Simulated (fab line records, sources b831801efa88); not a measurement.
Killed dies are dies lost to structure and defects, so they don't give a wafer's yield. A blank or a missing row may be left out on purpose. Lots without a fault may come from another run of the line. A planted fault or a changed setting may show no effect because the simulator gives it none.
A struck lot beside a sound one | flow gf180mcu | 14 steps out of a route of 602
Sound: wafers L547.3, L547.4, L547.6. Struck: wafers L553.1, L553.4, L553.6. The cause comes at the end.
At each step with rows: each side's tool, then ch and its chambers, then its first start. Under that, the readings that differ: sound wafers | struck wafers | difference of the means | sigmas: that difference in standard deviations of wafers without a fault.
alike: readings whose means differ by less than 2 such deviations, and words and numbers that are the same on both sides. not compared: withheld readings, readings that some wafer has no value for, bounds like >300 that may hide the same value, and numbers for which the record gives no deviation and whose values overlap.
The two part at a step that has a row with sigmas, a row that says differs or no value, or rows on one side only. Numbers that don't overlap but have no deviation are shown without sigmas and don't part them. A reading that every wafer of one side lacks parts them only if that side has two wafers or more.

first, 4 steps without rows for these wafers: GF_M1_SOFTBAKE_10 (time 60 s); GF_M1_EXPOSE_11 (exposes mask Metal1, target cd 230 nm); GF_M1_PEB_12 (peb time 90 s); GF_M1_DEVELOP_13 (develop time 60 s).
GF_M1_CD_MEAS_14: target cd 230 nm.
  sound on cd_sem-02, day 17 04:44; struck on cd_sem-02, day 19 12:58
  alike: cd_nm
GF_M1_OVL_MEAS_15:
  sound on overlay-02, day 17 04:50; struck on overlay-02, day 19 13:05
  alike: M1_OVL
GF_M1_METAL_ETCH_16: etches the open film in Cl2/BCl3, stops on SiO2, target depth 627.5 nm, time 104.6 s.
  sound on rie_metal-02 ch 0,1, day 17 04:54; struck on rie_metal-04 ch 0,1, day 19 13:07
  alike: drypump_motor_current_A, oes_product_au, throttle_valve_pct
  not compared: rf_hours_counter_h
GF_M1_STRIP_17: strips in O2/N2.
  sound on plasma_asher-03 ch 0,1, day 17 05:00; struck on plasma_asher-01 ch 1, day 19 13:14
  alike: drypump_motor_current_A, heater_power_w, oes_product_au, platen_temp_c, strip_time_to_endpoint_s
  not compared: rf_hours_counter_h
then, 3 steps without rows for these wafers: GF_M1_STRIP_18 (strips in post etch residue remover, time 1200 s); GF_M1_CLEAN_19 (cleans in DIW); GF_V1_CVD_00 (deposits SiO2, target thk 600 nm, time 100 s).
GF_V1_THK_MEAS_01:
  sound on film_metro-04, day 17 05:36; struck on film_metro-04, day 19 13:56
  alike: V1_CVD_00_THK
GF_V1_CVD_02: deposits SiO2 from TEOS, target thk 850 nm, time 94.851 s.
  sound on pecvd-03 ch 1,2, day 17 05:38; struck on pecvd-02 ch 0,1,2, day 19 13:59
  no value came back on the struck wafers for heater_power_outer_w (W), heater_power_w (W), susceptor_temp_C (C); on the sound wafers heater_power_outer_w (W) reads 307 433 336
then, 1 step without rows for these wafers: GF_PASSIVATION_PROBE_99.

WHERE THEY PART
Only at GF_V1_CVD_02, within this record.

WHY: what the simulator had put in
Skipped step whole: pecvd-02, from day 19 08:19 on, at GF_V1_CVD_02. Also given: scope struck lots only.
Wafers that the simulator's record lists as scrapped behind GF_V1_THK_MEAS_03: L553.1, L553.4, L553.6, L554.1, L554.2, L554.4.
